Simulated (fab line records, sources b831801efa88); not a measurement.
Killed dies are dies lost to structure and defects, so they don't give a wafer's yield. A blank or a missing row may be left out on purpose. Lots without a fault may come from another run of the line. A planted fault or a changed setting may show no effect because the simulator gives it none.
fab line records | flow sky130
record lots=6 wafers=18 last_day=49
route steps=708 shown METAL1@446 VIA1@458 PAD_OPEN@708
lots that met no fault: from a run of the same line without faults
start_h: hours from the record's first day to the start of the lot's first wafer shown | wait_h: hours since the lot's step before | " the same as in the row above | L1.1+2: a row that stands for several wafers | - no value, or no start given | * or withheld: withheld | < > ~ a bound
route shown NAME@n: a module of which the file shows steps, and the number in the route of the first | usual: mean/standard deviation of fault-free wafers | same: alike in all rows | chamber/n: place in a boat | sites: the reading at each site | _std_site: their standard deviation | _edge_site: outer sites' mean less inner sites' | radius_mm: how far each site lies from the wafer's centre | mask NAME#n: copy n | behind: the tool/chamber that last shaped the wafer | hold: why the lot was held/for how many hours/how that ended | device: the transistor (n, p or np) that didn't switch | end of line: the same wafers' tests at the end of the route | a step without rows: its recipe alone | killed: dies lost to structure and defects at the first sort, not the wafer's yield | map: a wafer's dies, x killed, . not, _ none there
set.NAME: the setting as run; set.NAME@STEP: as run at that earlier step | model.NAME: the simulator's own value behind a step, which no gauge read
lots at some steps of the route; a table a step, a row a wafer
services: from which hour (start_h, from the record's first day; less than 0 if before it) a tool's chamber was out of use, for how many hours, and why
## steps
# step SKY_METAL1_EXPOSE_12
# recipe mask_id=MM1 na=0.8 source_shape=annular sigma_inner=0.55 sigma_outer=0.85 target_cd_nm=140 dose_mj=28
# step SKY_METAL1_PEB_13
# recipe peb_temp_c=withheld peb_time_s=withheld resist=KrF-thick
# step SKY_METAL1_DEVELOP_14
# recipe develop_time_s=60 resist=KrF-thick dev_temp_c=21
# step SKY_METAL1_CD_MEAS_15
# recipe target_cd_nm=140
# usual cd_nm=140.1/1.5
# columns lot.wafer tool chamber start_h wait_h cd_nm
L644.1 cd_sem-01 - 807.91 - 139.8
L644.2 " - " " 139.1
L644.6 " - " " 140.5
L647.2 cd_sem-01 - 822.79 - 139.4
L647.3 " - " " 138.6
L647.5 " - " " 140.0
L653.2 cd_sem-01 - 866.04 - 139.6
L653.4 " - " " 139.2
L653.5 " - " " 139.7
L654.2 cd_sem-02 - 869.08 - 137.7
L654.4 " - " " 137.6
L654.5 " - " " 137.3
L655.2 cd_sem-01 - 879.95 - 138.7
L655.4 " - " " 140.1
L655.6 " - " " 139.3
L660.1 cd_sem-01 - 918.82 - 138.7
L660.2 " - " " 138.7
L660.6 " - " " 138.1
# step SKY_METAL1_OVL_MEAS_16
# usual METAL1_OVL=3/5.5
# columns lot.wafer tool chamber start_h wait_h METAL1_OVL[nm]
L644.1 overlay-01 - 808.03 0.1 -1
L644.2 " - " " 2
L644.6 " - " " 2
L647.2 overlay-02 - 822.90 0.1 -4
L647.3 " - " " -5
L647.5 " - " " -5
L653.2 overlay-01 - 866.15 0.1 7
L653.4 " - " " 7
L653.5 " - " " -6
L654.2 overlay-01 - 869.18 0.1 6
L654.4 " - " " 1
L654.5 " - " " 1
L655.2 overlay-02 - 880.06 0.1 6
L655.4 " - " " 5
L655.6 " - " " 6
L660.1 overlay-01 - 918.94 0.1 12
L660.2 " - " " 11
L660.6 " - " " 14
# step SKY_METAL1_DESCUM_17
# recipe chemistry=O2 source_power_w=150 bias_power_w=0 pressure_mtorr=10 temp_c=40 time_s=8
# usual drypump_motor_current_A=5.3/0.39 oes_product_au=1.000/0.0077 rf_fwd_power_W=147.2/0.61
# columns lot.wafer tool chamber start_h wait_h drypump_motor_current_A oes_product_au rf_fwd_power_W rf_hours_counter_h
L644.1 rie_metal-03 0 808.06 0.0 5.4 1.012 146.9 3
L644.2 " 1 " " 5.7 0.997 146.9 13
L644.6 " 1 " " 5.7 1.010 147.1 -
L647.2 rie_metal-02 0 822.94 0.0 5.3 0.988 146.4 -
L647.3 " 0 " " 5.3 0.992 146.4 -
L647.5 " 0 " " 5.3 0.996 146.7 -
L653.2 rie_metal-02 1 866.18 0.0 5.9 0.993 147.8 4
L653.4 " 1 " " 5.9 1.004 147.3 -
L653.5 " 1 " " 5.9 1.008 147.1 -
L654.2 rie_metal-04 0 869.21 0.0 4.9 0.999 148.3 9
L654.4 " 1 " " 4.7 0.997 147.1 -
L654.5 " 1 " " 4.7 1.000 147.1 -
L655.2 rie_metal-04 0 880.09 0.0 4.9 1.001 148.3 10
L655.4 " 1 " " 4.7 1.010 147.0 -
L655.6 " 0 " " 4.9 0.991 148.4 -
L660.1 rie_metal-02 1 918.98 0.0 5.9 1.013 147.3 6
L660.2 " 0 " " 5.3 0.983 147.8 2
L660.6 " 0 " " 5.3 0.987 147.3 -
# step SKY_METAL1_ETCH_18
# recipe chemistry=N2/H2 target=BARC ion_energy_ev=200 bias_w=100 pressure_mtorr=30 n2_flow_sccm=100 h2_flow_sccm=200 icp_w=500 stop_on=SiO2 time_s=45.9 target_depth_a=600
# usual drypump_motor_current_A=5.3/0.39 h2_flow_sccm=200.1/0.62 oes_product_au=0.855/0.005 rf_fwd_power_W=495.1/1.7 throttle_valve_pct=13.224/0.0087
# columns lot.wafer tool chamber start_h wait_h drypump_motor_current_A h2_flow_sccm oes_product_au rf_fwd_power_W rf_hours_counter_h throttle_valve_pct
L644.1 rie_metal-03 0 808.10 0.0 5.4 200.8 0.854 492.7 3 13.234
L644.2 " 1 " " 5.7 199.5 0.855 497.5 13 13.247
L644.6 " 1 " " 5.7 199.6 0.855 495.4 - 13.227
L647.2 rie_metal-02 0 823.01 0.1 5.3 198.9 0.855 494.2 - 13.234
L647.3 " 0 " " 5.3 200.0 0.853 494.2 - 13.228
L647.5 " 0 " " 5.3 200.3 0.851 495.0 - 13.209
L653.2 rie_metal-02 1 866.21 0.0 5.9 199.9 0.853 497.3 4 13.227
L653.4 " 1 " " 5.9 199.9 0.859 493.7 - 13.218
L653.5 " 1 " " 5.9 199.3 0.859 496.4 - 13.201
L654.2 rie_metal-04 0 869.25 0.0 4.9 199.1 0.848 497.8 10 13.230
L654.4 " 1 " " 4.7 199.2 0.864 494.5 - 13.233
L654.5 " 1 " " 4.7 199.7 0.855 494.7 - 13.213
L655.2 rie_metal-04 0 880.12 0.0 4.9 199.9 0.861 497.7 10 13.222
L655.4 " 1 " " 4.7 201.7 0.858 495.2 - 13.216
L655.6 " 0 " " 4.9 200.6 0.850 497.5 - 13.218
L660.1 rie_metal-02 1 919.01 0.0 5.9 200.2 0.842 494.3 6 13.228
L660.2 " 0 " " 5.3 201.0 0.852 498.1 2 13.208
L660.6 " 0 " " 5.3 200.9 0.858 494.7 - 13.237
# step SKY_METAL1_METAL_ETCH_19
# recipe target_depth_a=3600 stop_on=SiO2 over_etch_frac=0.3 time_s=78 chemistry=Cl2/BCl3 resist_sidewall_deg=88 pressure_mtorr=10 icp_w=900 bias_w=48.5 Cl2_flow_sccm=60 bcl3_flow_sccm=30
# usual drypump_motor_current_A=5.3/0.39 oes_product_au=0.854/0.0051 rf_fwd_power_W=894.2/2.9 throttle_valve_pct=22.264/0.0092
# columns lot.wafer tool chamber start_h wait_h drypump_motor_current_A oes_product_au rf_fwd_power_W rf_hours_counter_h throttle_valve_pct
L644.1 rie_metal-03 0 808.16 0.0 5.4 0.860 892.9 3 22.273
L644.2 " 1 " " 5.7 0.854 895.5 13 22.278
L644.6 " 1 " " 5.7 0.854 896.5 - 22.263
L647.2 rie_metal-02 0 823.15 0.1 5.3 0.854 894.6 - 22.251
L647.3 " 0 " " 5.3 0.847 892.7 - 22.262
L647.5 " 0 " " 5.3 0.858 896.1 - 22.268
L653.2 rie_metal-02 1 866.27 0.0 5.9 0.848 889.1 4 22.256
L653.4 " 1 " " 5.9 0.849 894.1 - 22.281
L653.5 " 1 " " 5.9 0.853 895.1 - 22.268
L654.2 rie_metal-04 0 869.31 0.0 4.9 0.852 896.9 10 22.281
L654.4 " 1 " " 4.7 0.862 895.5 - 22.261
L654.5 " 1 " " 4.7 0.846 891.0 - 22.264
L655.2 rie_metal-04 0 880.18 0.0 4.9 0.860 895.6 10 22.253
L655.4 " 1 " " 4.7 0.859 890.3 - 22.259
L655.6 " 0 " " 4.9 0.851 895.7 - 22.279
L660.1 rie_metal-02 1 919.07 0.0 5.9 0.858 896.3 6 22.269
L660.2 " 0 " " 5.3 0.853 893.8 2 22.276
L660.6 " 0 " " 5.3 0.854 898.1 - 22.273
# step SKY_METAL1_STRIP_20
# recipe chemistry=O2/N2 power_w=1400 pressure_mtorr=1500 platen_temp_c=withheld o2_flow_sccm=3000 n2_flow_sccm=300 overash_fraction=0.5
# usual drypump_motor_current_A=5.3/0.42 oes_product_au=0.342/0.0045 strip_time_to_endpoint_s=2.690/0.029
# columns lot.wafer tool chamber start_h wait_h drypump_motor_current_A oes_product_au rf_hours_counter_h strip_time_to_endpoint_s
L644.1 plasma_asher-03 1 808.25 0.1 5.4 0.335 95 2.691
L644.2 " 0 " " 5.5 0.340 95 2.667
L644.6 " 0 " " 5.5 0.346 - 2.684
L647.2 plasma_asher-04 0 823.30 0.1 5.9 0.341 70 2.702
L647.3 " 1 " " 4.7 0.340 - 2.707
L647.5 " 0 " " 5.9 0.342 - 2.678
L653.2 plasma_asher-04 1 866.36 0.1 4.7 0.338 74 2.619
L653.4 " 0 " " 5.9 0.345 - 2.644
L653.5 " 0 " " 5.9 0.337 - 2.640
L654.2 plasma_asher-04 0 869.40 0.1 5.9 0.349 74 2.721
L654.4 " 0 " " 5.9 0.339 - 2.685
L654.5 " 1 " " 4.7 0.345 - 2.664
L655.2 plasma_asher-04 0 880.27 0.1 6.0 0.350 76 2.733
L655.4 " 0 " " 5.9 0.340 - 2.677
L655.6 " 1 " " 4.7 0.338 - 2.726
L660.1 plasma_asher-04 1 919.16 0.1 4.7 0.340 79 2.655
L660.2 " 0 " " 5.9 0.347 79 2.679
L660.6 " 0 " " 5.9 0.341 - 2.688
# step SKY_METAL1_STRIP_21
# recipe chemistry=post_etch_residue_remover time_s=1200 temp_c=72.5
# step SKY_METAL1_CLEAN_22
# recipe chemistry=IPA time_s=180 temp_c=25
# step SKY_METAL1_CLEAN_23
# recipe chemistry=O3/DIW dry=n2_spin
# step SKY_VIA1_HDPCVD_00
# recipe material=SiO2 target_thk_nm=1030 sigma_open_frac=0.3 time_s=171.7 temp_c=400 sih4_flow_sccm=60 pressure_mtorr=6
# usual sih4_flow_sccm=59.99/0.19
# columns lot.wafer tool chamber start_h wait_h sih4_flow_sccm model.SiO2_of_VIA1_HDPCVD_00.thk_nm
L644.1 hdpcvd-02 2 808.85 0.0 60.08 1051
L644.2 " 1 " " 59.62 1022
L644.6 " 1 " " 59.82 1043
L647.2 hdpcvd-01 0 823.89 0.0 60.25 1012
L647.3 " 1 " " 59.78 1024
L647.5 " 2 " " 60.32 1018
L653.2 hdpcvd-02 1 866.96 0.0 60.09 1026
L653.4 " 0 " " 59.83 1017
L653.5 " 1 " " 60.14 1008
L654.2 hdpcvd-01 2 870.00 0.0 59.72 1022
L654.4 " 1 " " 60.39 1036
L654.5 " 0 " " 30.18 505.3
L655.2 hdpcvd-01 2 880.90 0.0 60.09 1035
L655.4 " 2 " " 59.83 1032
L655.6 " 0 " " 30.25 508.9
L660.1 hdpcvd-02 1 919.84 0.0 60.25 998.7
L660.2 " 0 " " 59.65 1022
L660.6 " 2 " " 59.97 1030
# step SKY_VIA1_THK_MEAS_01
# recipe reads=SiO2_of_VIA1_HDPCVD_00
# usual VIA1_HDPCVD_THK=1027/10
# columns lot.wafer tool chamber start_h wait_h VIA1_HDPCVD_THK[nm]
L644.1 film_metro-03 - 808.96 0.1 1052
L644.2 " - " " 1022
L644.6 " - " " 1045
L647.2 film_metro-01 - 824.01 0.1 1011
L647.3 " - " " 1024
L647.5 " - " " 1018
L653.2 film_metro-03 - 867.08 0.1 1026
L653.4 " - " " 1016
L653.5 " - " " 1008
L654.2 film_metro-04 - 870.12 0.1 1022
L654.4 " - " " 1036
L654.5 " - " " 505
L655.2 film_metro-04 - 881.02 0.1 1035
L655.4 " - " " 1031
L655.6 " - " " 509
L660.1 film_metro-04 - 919.96 0.1 999
L660.2 " - " " 1022
L660.6 " - " " 1029
# step SKY_VIA1_CMP_02
# recipe material=SiO2 down_force_psi=4 platen_rpm=60 pad_velocity_m_s=0.94248
# usual motor_current_A=12.2/0.94 retaining_ring_pressure_frac=1.000/0.0048
# columns lot.wafer tool chamber start_h wait_h motor_current_A retaining_ring_pressure_frac
L644.2 cmp-01 2 809.02 0.0 13.3 1.006
L644.1 " 3 " " 12.3 0.993
L644.6 " 2 " " 13.4 1.006
L647.2 cmp-02 3 824.12 0.1 11.4 0.999
L647.3 " 0 " " 13.6 1.002
L647.5 " 3 " " 11.3 0.997
L653.2 cmp-01 0 867.13 0.0 12.0 0.999
L653.4 " 1 " " 11.9 0.995
L653.5 " 0 " " 12.0 1.002
L654.2 cmp-01 1 870.17 0.0 11.8 1.003
L654.4 " 3 " " 11.6 1.001
L654.5 " 2 " " 13.2 0.995
L655.2 cmp-01 2 881.07 0.0 13.4 0.996
L655.4 " 1 " " 11.4 0.997
L655.6 " 3 " " 11.8 1.004
L660.2 cmp-01 3 920.02 0.0 12.1 1.000
L660.1 " 1 " " 11.9 0.992
L660.6 " 3 " " 11.9 0.998
# step SKY_PAD_OPEN_PROBE_99
# usual defect_limited_yield=83.0/2 killed_at_M0_to_M3=43/7.1 killed_at_M4_up=3.1/1.7 killed_at_contacts=23/5.1 killed_at_front_end=14/4.4 killed_at_other=0.3/0.47 killed_dies=84/9.9 killed_open=45/6.6 killed_short=38/6.8
# same gross_dies=492 killed_at_back_side=0
# columns lot.wafer tool chamber start_h wait_h defect_limited_yield[%] killed_at_M0_to_M3 killed_at_M4_up killed_at_contacts killed_at_front_end killed_at_other killed_dies killed_open killed_short model.etest.tester.sort_n_pass model.etest.tester.sort_yield_pct model.etest.tester.sort_bin_3_pct model.etest.met2_comb.leak_log10_a_um model.etest.tester.sort_bin_8_pct
L644.1 prober-01 - 1111.13 0.1 82.7 36 1 27 21 0 85 36 49 407 82.72 0.6098 -12.04 0
L644.2 prober-01 - 1111.18 0.1 81.9 42 1 25 21 0 89 51 38 403 81.91 0.6098 -11.92 0
L644.6 prober-01 - 1111.38 0.2 85.6 28 3 23 17 0 71 41 30 421 85.57 0 -12.1 0
L647.2 prober-01 - 1122.33 0.1 82.1 41 7 26 14 0 88 47 41 404 82.11 0.6098 -12.03 0
L647.3 prober-01 - 1122.38 0.2 78.7 54 3 32 16 0 105 53 52 387 78.66 1.016 -12.02 0
L647.5 prober-01 - 1122.48 0.2 83.7 45 2 19 12 2 80 44 36 412 83.74 0.2033 -11.95 0
L653.2 prober-02 - 1155.99 0.1 83.5 41 2 24 14 0 81 42 39 411 83.54 1.22 -12.04 0
L653.4 prober-02 - 1156.09 0.2 84.8 53 5 10 7 0 75 37 38 417 84.76 0.813 -11.94 0
L653.5 prober-02 - 1156.14 0.2 82.1 43 3 27 14 1 88 44 44 404 82.11 0.813 -12.01 0
L654.2 prober-01 - 1158.90 0.1 81.3 50 0 23 19 0 92 53 39 400 81.3 1.626 -12.04 0
L654.4 prober-01 - 1159.00 0.2 83.7 45 5 24 6 0 80 41 39 412 83.74 0.813 -12.03 0
L654.5 prober-01 - 1159.05 0.2 84.3 45 5 13 14 0 77 43 34 239 48.58 36.18 -7.033 4.061e-06
L655.2 prober-02 - 1165.43 0.1 83.5 35 2 31 13 0 81 48 33 411 83.54 0.4065 -11.96 0
L655.4 prober-02 - 1165.53 0.2 84.3 36 4 29 8 0 77 40 37 415 84.35 2.033 -12 0
L655.6 prober-02 - 1165.63 0.2 81.7 55 4 17 14 0 90 43 47 229 46.54 35.98 -7.095 1.566e-06
L660.1 prober-01 - 1187.05 0.1 86.0 34 5 13 16 1 69 42 27 423 85.98 0.6098 -12 0
L660.2 prober-01 - 1187.10 0.1 87.8 32 5 13 10 0 60 27 33 432 87.8 0.813 -12.03 0
L660.6 prober-01 - 1187.30 0.2 86.0 32 6 18 12 1 69 41 28 423 85.98 0.2033 -11.98 0
# killed by level:class
L644.1 FIELD_ISO:geometric_particle:short=10 FIELD_ISO:geometric_particle:open=8 CONTACT:geometric_particle:open=8 LI_CONTACT:geometric_particle:open=7 METAL2:geometric_particle:short=7 VIA1:geometric_particle:open=6 LI_CONTACT:geometric_particle:short=5 VIA1:geometric_particle:short=4
L644.2 VIA1:geometric_particle:open=12 VIA3:geometric_particle:open=10 CONTACT:geometric_particle:open=9 METAL2:geometric_particle:short=8 LOCAL_INTERCONNECT:geometric_particle:short=7 FIELD_ISO:geometric_particle:short=6 FIELD_ISO:geometric_particle:open=4 VIA2:geometric_particle:open=4
L644.6 LI_CONTACT:geometric_particle:open=9 FIELD_ISO:geometric_particle:open=7 CONTACT:geometric_particle:open=6 VIA1:geometric_particle:open=6 FIELD_ISO:geometric_particle:short=4 VIA1:geometric_particle:short=3 METAL1:geometric_particle:short=3 POLY_GATE:geometric_particle:short=3
L647.2 VIA1:geometric_particle:open=9 LI_CONTACT:geometric_particle:open=7 VIA2:geometric_particle:open=7 CONTACT:geometric_particle:open=6 METAL4:geometric_particle:short=5 LI_CONTACT:geometric_particle:short=5 LOCAL_INTERCONNECT:geometric_particle:short=5 FIELD_ISO:geometric_particle:open=4
L647.3 CONTACT:geometric_particle:open=13 VIA1:geometric_particle:open=9 METAL1:geometric_particle:short=8 CONTACT:geometric_particle:short=7 VIA2:geometric_particle:short=6 VIA3:geometric_particle:open=6 POLY_GATE:geometric_particle:open=5 LI_CONTACT:geometric_particle:open=5
L647.5 VIA1:geometric_particle:open=10 CONTACT:geometric_particle:open=8 VIA3:geometric_particle:open=8 CONTACT:geometric_particle:short=6 VIA2:geometric_particle:open=6 VIA1:geometric_particle:short=5 METAL3:geometric_particle:short=3 METAL1:geometric_particle:open=3
L653.2 CONTACT:geometric_particle:open=10 VIA1:geometric_particle:open=10 VIA3:geometric_particle:open=7 METAL2:geometric_particle:short=6 METAL1:geometric_particle:short=6 CONTACT:geometric_particle:short=5 FIELD_ISO:geometric_particle:short=4 LOCAL_INTERCONNECT:geometric_particle:short=3
L653.4 VIA1:geometric_particle:open=17 VIA1:geometric_particle:short=9 METAL1:geometric_particle:short=8 METAL2:geometric_particle:short=7 LI_CONTACT:geometric_particle:open=3 CONTACT:geometric_particle:short=3 CONTACT:geometric_particle:open=3 VIA3:geometric_particle:open=3
L653.5 VIA1:geometric_particle:open=10 CONTACT:geometric_particle:open=8 METAL1:geometric_particle:short=8 LOCAL_INTERCONNECT:geometric_particle:short=7 VIA3:geometric_particle:open=6 CONTACT:geometric_particle:short=6 METAL2:geometric_particle:short=6 POLY_GATE:geometric_particle:open=5
L654.2 VIA1:geometric_particle:open=12 VIA1:geometric_particle:short=10 LI_CONTACT:geometric_particle:open=8 CONTACT:geometric_particle:open=8 VIA2:geometric_particle:short=6 VIA2:geometric_particle:open=6 POLY_GATE:geometric_particle:open=5 METAL2:geometric_particle:short=5
L654.4 VIA1:geometric_particle:open=10 VIA1:geometric_particle:short=9 LOCAL_INTERCONNECT:geometric_particle:short=8 VIA3:geometric_particle:open=7 LI_CONTACT:geometric_particle:open=6 METAL2:geometric_particle:short=6 CONTACT:geometric_particle:open=5 VIA2:geometric_particle:short=4
L654.5 VIA1:geometric_particle:open=11 METAL1:geometric_particle:short=10 CONTACT:geometric_particle:open=7 VIA3:geometric_particle:open=7 FIELD_ISO:geometric_particle:short=5 LI_CONTACT:geometric_particle:open=5 VIA2:geometric_particle:open=5 POLY_GATE:geometric_particle:open=4
L655.2 LI_CONTACT:geometric_particle:open=13 CONTACT:geometric_particle:open=12 METAL2:geometric_particle:short=8 METAL3:geometric_particle:short=4 VIA1:geometric_particle:open=4 VIA3:geometric_particle:open=4 FIELD_ISO:geometric_particle:short=3 POLY_GATE:geometric_particle:short=3
L655.4 CONTACT:geometric_particle:open=11 VIA2:geometric_particle:open=8 LI_CONTACT:geometric_particle:open=7 VIA3:geometric_particle:open=6 CONTACT:geometric_particle:short=5 METAL1:geometric_particle:short=5 LOCAL_INTERCONNECT:geometric_particle:short=4 VIA3:geometric_particle:short=4
L655.6 METAL1:geometric_particle:short=9 VIA2:geometric_particle:open=9 VIA1:geometric_particle:open=7 VIA2:geometric_particle:short=7 CONTACT:geometric_particle:open=6 LI_CONTACT:geometric_particle:open=5 VIA1:geometric_particle:short=5 FIELD_ISO:geometric_particle:short=4
L660.1 VIA1:geometric_particle:open=10 VIA3:geometric_particle:open=6 FIELD_ISO:geometric_particle:open=4 LI_CONTACT:geometric_particle:open=4 METAL4:geometric_particle:short=4 METAL2:geometric_particle:short=4 VIA2:geometric_particle:short=4 FIELD_ISO:geometric_particle:short=3
L660.2 VIA1:geometric_particle:open=6 VIA3:geometric_particle:short=5 VIA1:geometric_particle:short=5 VIA3:geometric_particle:open=4 LOCAL_INTERCONNECT:geometric_particle:short=4 CONTACT:geometric_particle:open=4 METAL4:geometric_particle:short=4 VIA2:geometric_particle:short=4
L660.6 VIA1:geometric_particle:open=12 CONTACT:geometric_particle:open=6 METAL1:geometric_particle:short=6 VIA3:geometric_particle:open=6 LOCAL_INTERCONNECT:geometric_particle:short=5 METAL4:geometric_particle:short=5 FIELD_ISO:geometric_particle:open=4 POLY_GATE:geometric_particle:open=3
## services
# columns tool chamber start_h hours kind
rie_metal-02 0 808.44 5.5 repair
rie_metal-02 1 822.84 14.7 repair
rie_metal-03 1 834.28 - clean
rie_metal-03 1 834.28 16.3 scheduled_down
rie_metal-03 1 834.28 16.3 vent_cycle
rie_metal-04 - 845.63 0.4 repair
cmp-02 - 845.88 1.7 repair
cmp-02 - 848.20 1.6 repair
cmp-02 - 863.62 8.1 pm
rie_metal-02 0 866.42 - clean
rie_metal-02 0 866.42 16.6 scheduled_down
rie_metal-02 0 866.42 16.6 vent_cycle
cmp-01 - 871.73 7.7 pm
hdpcvd-02 1 879.83 23.4 repair
cmp-02 - 880.56 7.6 pm
rie_metal-04 - 883.74 0.8 repair
rie_metal-02 1 897.76 6.1 repair
cmp-02 - 912.02 4.0 pm
cmp-02 - 914.58 6.1 repair
hdpcvd-01 - 915.88 6.0 pm
cmp-02 - 916.02 - consumable_replace:conditioner
cmp-02 - 916.02 - consumable_replace:pad
## key
first_sign step=SKY_VIA1_HDPCVD_00 reading=sih4_flow_sccm direction=down sigmas=99+ usual=59.99 struck=30.21
effect step=SKY_VIA1_THK_MEAS_01 reading=VIA1_HDPCVD_THK direction=down sigmas=50 usual=1027 struck=507
model_effect step=SKY_VIA1_HDPCVD_00 value=SiO2_of_VIA1_HDPCVD_00.thk_nm without=1022 struck=507.1
model_effect step=SKY_PAD_OPEN_PROBE_99 value=etest.tester.sort_n_pass without=408.5 struck=234
met_at SKY_VIA1_HDPCVD_00
struck_wafers L654.5,L655.6
onset_between 823.89 870.00
fault kind=process_parameter_drift tool=hdpcvd-01 chamber=0 onset_h=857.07 steps=SKY_VIA1_HDPCVD_00 channel=sih4_flow_sccm offset=-30 shape=step end_h=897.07 acts_in=these_recipes_only stated=60
